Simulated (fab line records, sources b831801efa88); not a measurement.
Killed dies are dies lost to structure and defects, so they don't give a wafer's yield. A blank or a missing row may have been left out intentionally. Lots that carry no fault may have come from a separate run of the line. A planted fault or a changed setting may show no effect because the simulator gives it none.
fab line records | flow sky130 | part 2 of 2: steps 27 to 38 of 38
record: lots: 5 | wafers: 15 | last_day: 50
route steps=708 shown SONOS_TUNNEL@157 SONOS_ONO@168 GATE_OXIDE@187
lots that met no fault: from a run of the same line without faults
start_h: hours from the record's first day to the start of the lot's first wafer shown | wait_h: time in hours since the lot's previous step | " the same as in the row above | L1.1+2: a single row standing in for several wafers | - no value, or no start given | * or withheld: withheld | < > ~ a bound
route shown NAME@n: NAME is a module with steps in the file, n the number in the route of the first one | usual: the fault-free wafers' mean and standard deviation | same: alike in all rows | chamber/n: place in a boat | sites: the reading at each site | _std_site: their standard deviation | _edge_site: the outer-site mean with the inner-site mean subtracted | radius_mm: for every site, how far away it sits from the centre of the wafer | mask NAME#n: copy n | behind: the tool/chamber that last shaped the wafer | hold: what put the lot on hold/how long, in hours/how the hold closed | device: names the non-switching transistor (n, p or np) | end of line: tests run on the same wafers once the route is complete | a step without rows: its recipe alone | killed: not the wafer's yield, but the dies lost to structure and defects at the first sort | map: shows each die of a wafer: x if killed, . if not, _ if none is there
set.NAME: the run value of the setting; set.NAME@STEP: its run value at that earlier step | model.NAME: the simulator's own value behind a step, which no gauge read
certain route steps with their lots: each step a table, each wafer a row
services: a tool's chamber out of use, with start hour (start_h, from the record's first day; less than 0 if before it), hours out, and reason
== steps ==
step: SKY_SONOS_ONO_ETCH_15
recipe: target_depth_nm: 19.52 | chemistry: CHF3/O2 | source_w: 600 | bias_w: 200 | pressure_mtorr: 40 | chf3_flow_sccm: 50 | O2_flow_sccm: 5 | time_s: 7.8
usual: chamber_pressure_mTorr: 40.00/0.035 | drypump_motor_current_A: 5.8/0.39 | oes_product_au: 1.006/0.013 | throttle_valve_pct: 8.826/0.0092
lot.wafer | tool        | chamber | start_h | wait_h | chamber_pressure_mTorr | drypump_motor_current_A | oes_product_au | rf_hours_counter_h | throttle_valve_pct
L076.1    | rie_diel-01 | 2       | 303.85  | 0.0    | 39.97                  | 6.2                     | 0.985          | 60                 | 8.822
L076.2    | "           | 3       | "       | "      | 40.01                  | 6.3                     | 1.010          | 79                 | 8.835
L076.6    | "           | 3       | "       | "      | 40.03                  | 6.3                     | 1.008          | -                  | 8.828
L080.1    | rie_diel-01 | 1       | 340.25  | 0.0    | 39.99                  | 5.7                     | 0.993          | 11                 | 8.839
L080.5    | "           | 2       | "       | "      | 40.03                  | 6.2                     | 0.983          | -                  | 8.810
L080.6    | "           | 1       | "       | "      | 40.05                  | 5.7                     | 0.998          | -                  | 8.823
L082.1    | rie_diel-03 | 3       | 361.41  | 0.0    | 39.98                  | 5.1                     | 0.989          | 4                  | 8.821
L082.2    | "           | 0       | "       | "      | 39.98                  | 6.0                     | 1.012          | 7                  | 8.826
L082.5    | "           | 3       | "       | "      | 40.01                  | 5.1                     | 0.983          | -                  | 8.834
L087.1    | rie_diel-03 | 3       | 409.10  | 0.0    | 39.99                  | 5.1                     | 0.978          | 5                  | 8.827
L087.2    | "           | 2       | "       | "      | 39.97                  | 5.6                     | 1.005          | 10                 | 8.822
L087.4    | "           | 1       | "       | "      | 39.96                  | 5.5                     | 0.998          | 4                  | 8.822
L088.1    | rie_diel-01 | 3       | 417.90  | 0.0    | 40.01                  | 6.3                     | 1.000          | 82                 | 8.818
L088.5    | "           | 2       | "       | "      | 39.96                  | 6.2                     | 1.004          | -                  | 8.824
L088.6    | "           | 3       | "       | "      | 39.96                  | 6.3                     | 0.996          | -                  | 8.820
step: SKY_SONOS_ONO_WET_ETCH_16
recipe: chemistry: dHF | target_depth_nm: 14 | dry: n2_spin | target: SiO2 | dilution: 100:1 | temp_c: 25 | time_s: 280
lot.wafer  | tool         | chamber | start_h | wait_h
L076.1+2+6 | wet_bench-04 | 2       | 303.87  | 0.0
L080.1+5+6 | wet_bench-02 | 1       | 340.27  | 0.0
L082.1+2+5 | wet_bench-02 | 1       | 361.43  | 0.0
L087.1+2+4 | wet_bench-02 | 2       | 409.12  | 0.0
L088.1+5+6 | wet_bench-04 | 0       | 417.92  | 0.0
step: SKY_SONOS_ONO_STRIP_17
recipe: chemistry: O2/N2 | power_w: 1400 | pressure_mtorr: 1500 | platen_temp_c: withheld | o2_flow_sccm: 3000 | n2_flow_sccm: 300 | overash_fraction: 0.5
usual: chamber_pressure_mTorr: 1500.0/1.4 | drypump_motor_current_A: 5.8/0.6 | oes_product_au: 0.710/0.0045 | strip_time_to_endpoint_s: 14.09/0.045
lot.wafer | tool            | chamber | start_h | wait_h | chamber_pressure_mTorr | drypump_motor_current_A | oes_product_au | rf_hours_counter_h | strip_time_to_endpoint_s
L076.1    | plasma_asher-02 | 1       | 303.96  | 0.0    | 1500.3                 | 4.7                     | 0.712          | 64                 | 14.17
L076.2    | "               | 0       | "       | "      | 1500.1                 | 6.2                     | 0.703          | 64                 | 14.14
L076.6    | "               | 1       | "       | "      | 1499.7                 | 4.7                     | 0.709          | -                  | 14.14
L080.1    | plasma_asher-03 | 1       | 340.36  | 0.0    | 1499.1                 | 6.2                     | 0.713          | 19                 | 14.09
L080.5    | "               | 1       | "       | "      | 1499.7                 | 6.3                     | 0.708          | -                  | 14.14
L080.6    | "               | 0       | "       | "      | 1498.0                 | 5.6                     | 0.718          | -                  | 14.07
L082.1    | plasma_asher-02 | 1       | 361.51  | 0.0    | 1500.8                 | 4.7                     | 0.712          | 69                 | 14.04
L082.2    | "               | 0       | "       | "      | 1497.1                 | 6.2                     | 0.710          | 69                 | 14.02
L082.5    | "               | 0       | "       | "      | 1500.4                 | 6.2                     | 0.709          | -                  | 14.13
L087.1    | plasma_asher-02 | 1       | 409.22  | 0.0    | 1499.3                 | 4.7                     | 0.718          | 73                 | 14.08
L087.2    | "               | 0       | "       | "      | 1501.0                 | 6.2                     | 0.716          | 73                 | 14.11
L087.4    | "               | 0       | "       | "      | 1498.6                 | 6.2                     | 0.710          | -                  | 14.11
L088.1    | plasma_asher-03 | 1       | 418.01  | 0.0    | 1499.6                 | 6.3                     | 0.711          | 27                 | 14.11
L088.5    | "               | 0       | "       | "      | 1500.1                 | 5.6                     | 0.703          | -                  | 14.13
L088.6    | "               | 1       | "       | "      | 1500.4                 | 6.2                     | 0.701          | -                  | 14.12
step: SKY_SONOS_ONO_WET_ETCH_18
recipe: chemistry: H3PO4 | target_depth_nm: 15 | target: Si3N4 | temp_c: 160 | time_s: 172
lot.wafer  | tool         | chamber | start_h | wait_h
L076.1+2+6 | wet_bench-02 | 2       | 304.06  | 0.1
L080.1+5+6 | wet_bench-04 | 3       | 340.46  | 0.1
L082.1+2+5 | wet_bench-03 | 1       | 361.61  | 0.1
L087.1+2+4 | wet_bench-04 | 1       | 409.32  | 0.1
L088.1+5+6 | wet_bench-03 | 2       | 418.11  | 0.1
step: SKY_GATE_OXIDE_CLEAN_00
recipe: chemistry: SC1/SC2 | mix: 1:4:20 | temp_c: 70 | time_s: 150 | dry: n2_spin
lot.wafer  | tool         | chamber | start_h | wait_h
L076.1+2+6 | wet_bench-04 | 1       | 304.11  | 0.0
L080.1+5+6 | wet_bench-02 | 3       | 340.51  | 0.0
L082.1+2+5 | wet_bench-04 | 3       | 361.67  | 0.0
L087.1+2+4 | wet_bench-03 | 1       | 409.38  | 0.0
L088.1+5+6 | wet_bench-04 | 0       | 418.16  | 0.0
step: SKY_GATE_OXIDE_OXIDATION_01
recipe: temp_c: 900 | ambient: O2 | stabilise_s: 600 | purge_s: 300 | target_thk_a: 102.68 | ox_time_s: 1473
usual: spike_tc_centre_C: 901.4/0.95 | zone_power_top_pct: 33.1/2.9
lot.wafer | tool       | chamber | start_h | wait_h | spike_tc_centre_C | zone_power_top_pct
L076.1    | furnace-02 | 0       | 304.16  | 0.0    | 900.8             | 30.3
L076.2    | "          | 0       | "       | "      | 902.3             | 30.9
L076.6    | "          | 0       | "       | "      | 901.2             | 30.5
L080.1    | furnace-01 | 0       | 340.98  | 0.4    | 903.2             | 36.5
L080.5    | "          | 0       | "       | "      | 901.2             | 36.1
L080.6    | "          | 0       | "       | "      | 900.3             | 36.4
L082.1    | furnace-01 | 0       | 362.47  | 0.7    | 902.0             | 36.8
L082.2    | "          | 0       | "       | "      | 902.7             | 36.4
L082.5    | "          | 0       | "       | "      | 902.4             | 35.6
L087.1    | furnace-02 | 0       | 411.11  | 1.7    | 901.9             | 30.4
L087.2    | "          | 0       | "       | "      | 900.5             | 30.5
L087.4    | "          | 0       | "       | "      | 901.9             | 30.9
L088.1    | furnace-02 | 0       | 423.62  | 5.4    | 901.0             | 30.1
L088.5    | "          | 0       | "       | "      | 900.7             | 30.4
L088.6    | "          | 0       | "       | "      | 901.7             | 30.5
step: SKY_GATE_OXIDE_THK_MEAS_02
recipe: reads: SiO2_of_GATE_OXIDE_OXIDATION_01
usual: GATE_OXIDE_OXIDATION_00_THK: 10.20/0.25
lot.wafer | tool          | chamber | start_h | wait_h | GATE_OXIDE_OXIDATION_00_THK[nm]
L076.1    | film_metro-04 | -       | 305.57  | 0.0    | 10.62
L076.2    | "             | -       | "       | "      | 10.57
L076.6    | "             | -       | "       | "      | 10.62
L080.1    | film_metro-03 | -       | 342.39  | 0.0    | 10.42
L080.5    | "             | -       | "       | "      | 10.45
L080.6    | "             | -       | "       | "      | 10.36
L082.1    | film_metro-01 | -       | 363.88  | 0.0    | 10.11
L082.2    | "             | -       | "       | "      | 10.19
L082.5    | "             | -       | "       | "      | 10.29
L087.1    | film_metro-03 | -       | 412.52  | 0.0    | 10.16
L087.2    | "             | -       | "       | "      | 10.02
L087.4    | "             | -       | "       | "      | 9.86
L088.1    | film_metro-03 | -       | 425.03  | 0.0    | 10.13
L088.5    | "             | -       | "       | "      | 9.97
L088.6    | "             | -       | "       | "      | 10.09
step: SKY_GATE_OXIDE_DEHYDRATE_03
recipe: temp_c: 200 | time_s: 60
usual: exhaust_pa: 45.1/0.85
lot.wafer | tool           | chamber | start_h | wait_h | exhaust_pa
L076.1    | litho_track-03 | 0       | 319.21  | 13.6   | 44.2
L076.2    | "              | 0       | "       | "      | 45.4
L076.6    | "              | 0       | "       | "      | 44.6
L080.1    | litho_track-02 | 0       | 356.80  | 14.4   | 44.1
L080.5    | "              | 0       | "       | "      | 44.4
L080.6    | "              | 0       | "       | "      | 45.9
L082.1    | litho_track-03 | 0       | 378.61  | 14.7   | 45.1
L082.2    | "              | 0       | "       | "      | 45.8
L082.5    | "              | 0       | "       | "      | 45.5
L087.1    | litho_track-03 | 0       | 426.71  | 14.2   | 45.0
L087.2    | "              | 0       | "       | "      | 45.3
L087.4    | "              | 0       | "       | "      | 44.8
L088.1    | litho_track-03 | 0       | 439.31  | 14.3   | 45.8
L088.5    | "              | 0       | "       | "      | 46.0
L088.6    | "              | 0       | "       | "      | 45.5
step: SKY_GATE_OXIDE_HMDS_04
recipe: prime_time_s: 60 | prime_temp_c: 120
usual: exhaust_pa: 44.9/0.8
lot.wafer | tool           | chamber | start_h | wait_h | exhaust_pa
L076.1    | litho_track-03 | 0       | 319.36  | 0.1    | 44.5
L076.2    | "              | 0       | "       | "      | 44.1
L076.6    | "              | 0       | "       | "      | 45.4
L080.1    | litho_track-02 | 0       | 356.95  | 0.1    | 44.4
L080.5    | "              | 0       | "       | "      | 44.9
L080.6    | "              | 0       | "       | "      | 45.4
L082.1    | litho_track-03 | 0       | 378.76  | 0.1    | 44.9
L082.2    | "              | 0       | "       | "      | 45.7
L082.5    | "              | 0       | "       | "      | 44.7
L087.1    | litho_track-03 | 0       | 426.86  | 0.1    | 45.2
L087.2    | "              | 0       | "       | "      | 44.3
L087.4    | "              | 0       | "       | "      | 44.2
L088.1    | litho_track-03 | 0       | 439.46  | 0.1    | 45.6
L088.5    | "              | 0       | "       | "      | 44.3
L088.6    | "              | 0       | "       | "      | 44.6
step: SKY_GATE_OXIDE_COAT_05
recipe: resist: NOVOLAK | spin_rpm: 3000 | resist_thk_nm: 1140
usual: dispense_pressure_kPa: 43.8/1.8 | exhaust_pa: 44.8/0.94
lot.wafer | tool           | chamber | start_h | wait_h | dispense_pressure_kPa | exhaust_pa
L076.1    | litho_track-03 | 0       | 319.51  | 0.1    | 42.3                  | 44.3
L076.2    | "              | 0       | "       | "      | 42.2                  | 43.9
L076.6    | "              | 0       | "       | "      | 42.3                  | 46.0
L080.1    | litho_track-02 | 0       | 357.10  | 0.1    | 47.1                  | 46.8
L080.5    | "              | 0       | "       | "      | 47.0                  | 45.3
L080.6    | "              | 0       | "       | "      | 47.0                  | 44.7
L082.1    | litho_track-03 | 0       | 378.91  | 0.1    | 42.3                  | 43.8
L082.2    | "              | 0       | "       | "      | 42.3                  | 44.2
L082.5    | "              | 0       | "       | "      | 42.3                  | 43.4
L087.1    | litho_track-03 | 0       | 427.01  | 0.1    | 42.3                  | 44.5
L087.2    | "              | 0       | "       | "      | 42.3                  | 45.6
L087.4    | "              | 0       | "       | "      | 42.3                  | 44.8
L088.1    | litho_track-03 | 0       | 439.61  | 0.1    | 42.3                  | 46.0
L088.5    | "              | 0       | "       | "      | 42.3                  | 45.1
L088.6    | "              | 0       | "       | "      | 42.3                  | 45.8
step: SKY_GATE_OXIDE_SOFTBAKE_06
recipe: temp_c: 90 | time_s: 60 | resist: NOVOLAK
usual: exhaust_pa: 44.9/0.93
lot.wafer | tool           | chamber | start_h | wait_h | exhaust_pa
L076.1    | litho_track-03 | 0       | 319.66  | 0.1    | 45.1
L076.2    | "              | 0       | "       | "      | 45.0
L076.6    | "              | 0       | "       | "      | 44.2
L080.1    | litho_track-02 | 0       | 357.25  | 0.1    | 44.0
L080.5    | "              | 0       | "       | "      | 43.7
L080.6    | "              | 0       | "       | "      | 45.0
L082.1    | litho_track-03 | 0       | 379.06  | 0.1    | 44.0
L082.2    | "              | 0       | "       | "      | 43.4
L082.5    | "              | 0       | "       | "      | 43.7
L087.1    | litho_track-03 | 0       | 427.16  | 0.1    | 45.7
L087.2    | "              | 0       | "       | "      | 45.9
L087.4    | "              | 0       | "       | "      | 46.3
L088.1    | litho_track-03 | 0       | 439.76  | 0.1    | 44.7
L088.5    | "              | 0       | "       | "      | 47.0
L088.6    | "              | 0       | "       | "      | 44.6
step: SKY_GATE_OXIDE_EXPOSE_07
recipe: mask_id: LVOM | na: 0.6 | source_shape: conventional | sigma_outer: 0.6 | polarization: unpolarized | target_cd_nm: 600 | dose_mj: 170
lot.wafer  | tool             | chamber | start_h | wait_h | mask
L076.1+2+6 | iline_stepper-01 | 0       | -       | -      | LVOM#0
L080.1+5+6 | iline_stepper-01 | 0       | -       | -      | LVOM#0
L082.1+2+5 | iline_stepper-01 | 0       | -       | -      | LVOM#0
L087.1+2+4 | iline_stepper-02 | 0       | -       | -      | LVOM#0
L088.1+5+6 | iline_stepper-02 | 0       | -       | -      | LVOM#0
== services ==
tool             | chamber | start_h | hours | kind
furnace-01       | -       | 255.98  | 4.0   | pm
iline_stepper-02 | -       | 259.17  | 4.7   | repair
implanter-02     | -       | 275.43  | 17.3  | repair
implanter-03     | -       | 277.05  | 3.2   | repair
iline_stepper-02 | -       | 279.03  | 2.1   | pm
plasma_asher-03  | -       | 285.26  | 1.2   | repair
rie_diel-01      | -       | 285.35  | 0.5   | repair
wet_bench-01     | -       | 291.86  | 37.1  | repair
rie_diel-03      | 3       | 300.00  | 8.0   | repair
iline_stepper-02 | -       | 307.64  | 1.7   | pm
furnace-02       | -       | 343.51  | 2.6   | pm
plasma_asher-02  | -       | 354.37  | 0.5   | repair
rie_diel-01      | 1       | 369.21  | 6.4   | repair
iline_stepper-01 | -       | 379.50  | 1.7   | pm
iline_stepper-02 | -       | 380.91  | 1.6   | repair
rie_diel-03      | 2       | 384.39  | 14.5  | repair
rie_diel-03      | 1       | 387.49  | 7.4   | repair
wet_bench-04     | -       | 393.57  | 2.5   | repair
furnace-02       | -       | 394.54  | 3.6   | pm
plasma_asher-02  | -       | 396.97  | 2.3   | repair
furnace-01       | -       | 416.03  | 7.5   | pm
furnace-01       | -       | 423.53  | 3.8   | pm
rie_diel-01      | 0       | 437.29  | 6.0   | repair
plasma_asher-02  | -       | 438.12  | 1.5   | repair
